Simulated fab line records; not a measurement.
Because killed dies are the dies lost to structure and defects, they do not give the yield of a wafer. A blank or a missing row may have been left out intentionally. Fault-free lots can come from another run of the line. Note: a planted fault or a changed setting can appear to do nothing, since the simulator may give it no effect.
The tool behind it: which one? | flow sky130 | 32 wafers from 11 lots sampled at 4 of the route's 708 steps

== WHAT THE GAUGES SHOWED, per wafer ==
SKY_METAL1_OVL_MEAS_16. Usual: METAL1_OVL gives -1 nm (standard deviation 5).
lot  | measured     | on         | METAL1_OVL (nm) | flag
L530 | day 32 23:41 | overlay-02 | 0 1 3           |
L532 | day 33 15:59 | overlay-02 | 0 -4 2          |
L538 | day 35 19:50 | overlay-02 | -5 -12 -11      |
L539 | day 36 03:43 | overlay-01 | -2 1            |
L542 | day 37 04:32 | overlay-02 | 3 6 11          |
L547 | day 38 12:50 | overlay-01 | -2 -2 -3        |
L548 | day 38 19:06 | overlay-01 | 6 2 2           |
L550 | day 39 21:50 | overlay-01 | 4 -2 -1         |
L551 | day 40 05:47 | overlay-02 | -5 -4 -4        |
L552 | day 40 08:23 | overlay-02 | -2 2 -1         |
L553 | day 40 16:42 | overlay-01 | -4 -10 6        |

SKY_VIA1_BOW_MEAS_03. Usual: VIA1_BOW gives 81 um (standard deviation 7).
lot  | measured     | on            | VIA1_BOW (um) | flag
L530 | day 33 01:05 | film metro-03 | 81 80 75      |
L532 | day 33 17:18 | film metro-02 | 87 90 84      |
L538 | day 35 21:15 | film metro-03 | 77 80 73      |
L539 | day 36 05:02 | film metro-04 | 83 83         |
L542 | day 37 05:49 | film metro-03 | 86 70 76      |
L547 | day 38 14:07 | film metro-03 | 96 76 81      |
L548 | day 38 20:46 | film metro-04 | 76 76 79      |
L550 | day 39 23:32 | film metro-04 | 86 91 80      |
L551 | day 40 07:04 | film metro-04 | 83 82 80      |
L552 | day 40 09:40 | film metro-04 | 85 88 83      |
L553 | day 40 18:02 | film metro-02 | 90 71 91      |

SKY_VIA2_THK_MEAS_01. Usual: VIA2_HDPCVD_THK gives 1180 nm (standard deviation 12).
lot  | measured     | on            | VIA2_HDPCVD_THK (nm) | flag
L530 | day 35 10:23 | film metro-02 | 1198 1210 1217       |
L532 | day 36 01:53 | film metro-02 | 1160 1151 1167       |
L538 | day 38 05:33 | film metro-01 | 1178 1186 333        | OFF
L539 | day 38 13:13 | film metro-04 | 369 1174             | OFF
L542 | day 39 12:56 | film metro-02 | 369 1180 1184        | OFF
L547 | day 40 18:54 | film metro-02 | 1203 1179 1189       |
L548 | day 41 01:50 | film metro-01 | 1183 1187 1184       |
L550 | day 42 03:14 | film metro-04 | 1192 1155 1150       |
L551 | day 42 11:16 | film metro-01 | 1162 1182 1181       |
L552 | day 42 13:26 | film metro-01 | 1170 1196 1170       |
L553 | day 42 21:12 | film metro-01 | 1177 1193 1189       |

== EACH LOT AND THE TOOL THAT RAN IT (in order: tool; ch and the chambers of the sampled wafers; start) ==
lot  | SKY_VIA2_HDPCVD_00
L530 | hdpcvd-02 ch 0,2, day 35 10:15
L532 | hdpcvd-01 ch 0,1,2, day 36 01:45
L538 | hdpcvd-01 ch 0,2, day 38 05:25
L539 | hdpcvd-01 ch 0, day 38 13:05
L542 | hdpcvd-01 ch 0,1,2, day 39 12:48
L547 | hdpcvd-02 ch 0,1, day 40 18:47
L548 | hdpcvd-02 ch 1,2, day 41 01:41
L550 | hdpcvd-01 ch 0,2, day 42 03:06
L551 | hdpcvd-01 ch 0,1,2, day 42 11:08
L552 | hdpcvd-01 ch 0,1,2, day 42 13:18
L553 | hdpcvd-01 ch 0,1,2, day 42 21:07
- SKY_VIA2_HDPCVD_00: deposits SiO2, target thk 1180 nm, time 196.7 s.

== AS READ BY THE TOOLS THEMSELVES (means over the sampled wafers that have a number; for cases with no such wafer, the mark the record gives instead) ==
The record holds no such reading with a usual standard deviation.

== THE ANSWER, worked out from the rows above alone ==
Rule: lot off if the mean of its wafers having a number is beyond 3 standard deviations from the usual mean. Also off: a lot with no number at a reading for which 4 or more lots have one. All remaining lots with rows at the step are treated as sound. Order of review: gauges by route order, followed by the tools' own readings, for which a lot's mean as printed above is used. At the first step where some lot is off, the reading lying furthest off is the one used; lots without a number count as furthest.
Off: L538, L539, L542, seen at SKY_VIA2_THK_MEAS_01 (VIA2_HDPCVD_THK).
A tool fits if, at a process step before that reading, it ran every lot that is off, and no sound lot after the first of them. Gauges at SKY_VIA2_THK_MEAS_01: tried the same way as those tools. Not one of the candidates tried fits.

== WHAT THE SIMULATOR HAD INSERTED ==
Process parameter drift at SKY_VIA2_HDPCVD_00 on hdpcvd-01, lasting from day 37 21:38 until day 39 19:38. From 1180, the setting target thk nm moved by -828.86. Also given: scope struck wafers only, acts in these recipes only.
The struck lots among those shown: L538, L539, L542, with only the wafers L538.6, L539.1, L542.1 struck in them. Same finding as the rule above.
